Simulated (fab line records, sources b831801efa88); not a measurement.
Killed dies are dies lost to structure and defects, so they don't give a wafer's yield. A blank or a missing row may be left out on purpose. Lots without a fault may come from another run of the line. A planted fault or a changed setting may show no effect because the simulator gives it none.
Chamber matching | flow sky130 | SKY_CONTACT_CVD_00 on pecvd-01: 3 sister chambers
The step deposits Si3N4, target thk 75 nm. 3 wafers are shown with their chamber, then 7 later ones without.

WAFERS WITH THEIR CHAMBER
wafer  | chamber | heater_power_w (W)
L144.4 | 0       | 729
L146.1 | 2       | 857
L146.2 | 1       | 555

WAFERS WITHOUT THEIR CHAMBER
wafer  | heater_power_w (W)
L146.6 | 583
L149.3 | 565
L149.4 | 866
L149.6 | 708
L150.2 | 735
L150.4 | 770
L150.5 | 749

WHICH CHAMBER EACH WENT THROUGH
wafer  | from the rows above | in truth
L146.6 | 1                   | 1
L149.3 | 1                   | 1
L149.4 | 2                   | 2
L149.6 | 0                   | 0
L150.2 | 0                   | 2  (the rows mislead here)
L150.4 | 0                   | 0
L150.5 | 0                   | 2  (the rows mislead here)
Placed correctly: 5 of 7. Can't be placed from these rows: 0. Placed wrongly: 2.
How it was worked out, from the rows above alone: a wafer's distance from a chamber is the root of the sum, over the readings, of the square of ((its reading less the chamber's mean) divided by the reading's scatter). The wafer belongs to the nearest chamber; if the next one is less than 2 further off, it can't be placed. A chamber's mean is the mean of its shown wafers. The scatter: with one shown wafer a chamber, the root of the mean of the squares of how far each hidden wafer lies from its nearest shown one.
